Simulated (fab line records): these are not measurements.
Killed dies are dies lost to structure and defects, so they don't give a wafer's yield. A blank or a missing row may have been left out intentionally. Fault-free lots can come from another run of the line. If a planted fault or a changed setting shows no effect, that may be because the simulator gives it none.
Chamber matching :: flow gf180mcu :: rie_si-02 running GF_POLY_GATE_ETCH_13: 4 sister chambers
The step etches poly-Si in HBr/Cl2, stops on SiO2, target depth 198.5 nm, time 69.6 s. 15 wafers are shown with their chamber, then 7 later ones without.

## WAFERS, EACH WITH ITS CHAMBER
wafer: L511.1
chamber: 2
drypump_motor_current_A (A): 6.5
oes_product_au (a.u.): 0.996
rf_fwd_power_W (W): 397.2

wafer: L511.3
chamber: 3
drypump_motor_current_A (A): 5.4
oes_product_au (a.u.): 0.990
rf_fwd_power_W (W): 396.2

wafer: L511.5
chamber: 0
drypump_motor_current_A (A): 5.2
oes_product_au (a.u.): 0.985
rf_fwd_power_W (W): 396.1

wafer: L515.1
chamber: 2
drypump_motor_current_A (A): 6.5
oes_product_au (a.u.): 0.996
rf_fwd_power_W (W): 398.8

wafer: L515.2
chamber: 1
drypump_motor_current_A (A): 6.2
oes_product_au (a.u.): 0.981
rf_fwd_power_W (W): 397.8

wafer: L515.5
chamber: 1
drypump_motor_current_A (A): 6.2
oes_product_au (a.u.): 0.979
rf_fwd_power_W (W): 397.6

wafer: L521.1
chamber: 0
drypump_motor_current_A (A): 5.3
oes_product_au (a.u.): 0.992
rf_fwd_power_W (W): 396.8

wafer: L526.2
chamber: 2
drypump_motor_current_A (A): 6.5
oes_product_au (a.u.): 1.007
rf_fwd_power_W (W): 398.4

wafer: L526.3
chamber: 0
drypump_motor_current_A (A): 5.3
oes_product_au (a.u.): 0.992
rf_fwd_power_W (W): 396.2

wafer: L526.6
chamber: 3
drypump_motor_current_A (A): 5.4
oes_product_au (a.u.): 0.993
rf_fwd_power_W (W): 396.1

wafer: L527.1
chamber: 1
drypump_motor_current_A (A): 6.2
oes_product_au (a.u.): 0.964
rf_fwd_power_W (W): 396.4

wafer: L527.3
chamber: 0
drypump_motor_current_A (A): 5.3
oes_product_au (a.u.): 0.993
rf_fwd_power_W (W): 395.0

wafer: L527.6
chamber: 1
drypump_motor_current_A (A): 6.2
oes_product_au (a.u.): 0.969
rf_fwd_power_W (W): 395.6

wafer: L530.1
chamber: 3
drypump_motor_current_A (A): 5.4
oes_product_au (a.u.): 0.991
rf_fwd_power_W (W): 396.6

wafer: L530.5
chamber: 2
drypump_motor_current_A (A): 6.5
oes_product_au (a.u.): 1.005
rf_fwd_power_W (W): 398.5

SIGNATURES (means of the wafers above)
reading: drypump_motor_current_A
chamber 0: 5.275
chamber 1: 6.200
chamber 2: 6.500
chamber 3: 5.400
scatter within a chamber: 0.0261

reading: oes_product_au
chamber 0: 0.99050
chamber 1: 0.97325
chamber 2: 1.00100
chamber 3: 0.99133
scatter within a chamber: 0.0056

reading: rf_fwd_power_W
chamber 0: 396.025
chamber 1: 396.850
chamber 2: 398.225
chamber 3: 396.300
scatter within a chamber: 0.771
Rule: distance of a wafer from a chamber = root of the sum over the readings of ((wafer's reading minus chamber's mean) / reading's scatter) squared. The wafer belongs to the nearest chamber; if the next one is less than 2 further off, it can't be placed. The scatter: take each reading less its chamber's mean, square it, sum over the shown wafers, divide by the number of wafers less the number of chambers, and take the root.

## WAFERS MISSING THEIR CHAMBER
wafer: L530.6
drypump_motor_current_A (A): 6.2
oes_product_au (a.u.): 0.969
rf_fwd_power_W (W): 396.5

wafer: L531.3
drypump_motor_current_A (A): 5.3
oes_product_au (a.u.): 0.998
rf_fwd_power_W (W): 396.9

wafer: L531.5
drypump_motor_current_A (A): 6.5
oes_product_au (a.u.): 1.006
rf_fwd_power_W (W): 396.0

wafer: L531.6
drypump_motor_current_A (A): 5.4
oes_product_au (a.u.): 0.995
rf_fwd_power_W (W): 393.8

wafer: L532.2
drypump_motor_current_A (A): 6.2
oes_product_au (a.u.): 0.979
rf_fwd_power_W (W): 396.9

wafer: L532.4
drypump_motor_current_A (A): 5.3
oes_product_au (a.u.): 0.984
rf_fwd_power_W (W): 397.1

wafer: L532.5
drypump_motor_current_A (A): 6.2
oes_product_au (a.u.): 0.981
rf_fwd_power_W (W): 396.3

## THE CHAMBER EACH PASSED THROUGH
wafer: L530.6
from the rows above: 1
in truth: 1

wafer: L531.3
from the rows above: 0
in truth: 0

wafer: L531.5
from the rows above: 2
in truth: 2

wafer: L531.6
from the rows above: 3
in truth: 3

wafer: L532.2
from the rows above: 1
in truth: 1

wafer: L532.4
from the rows above: 0
in truth: 0

wafer: L532.5
from the rows above: 1
in truth: 1
Correctly placed: 7 of 7. Number that these rows cannot place: 0. Number placed wrongly: 0.
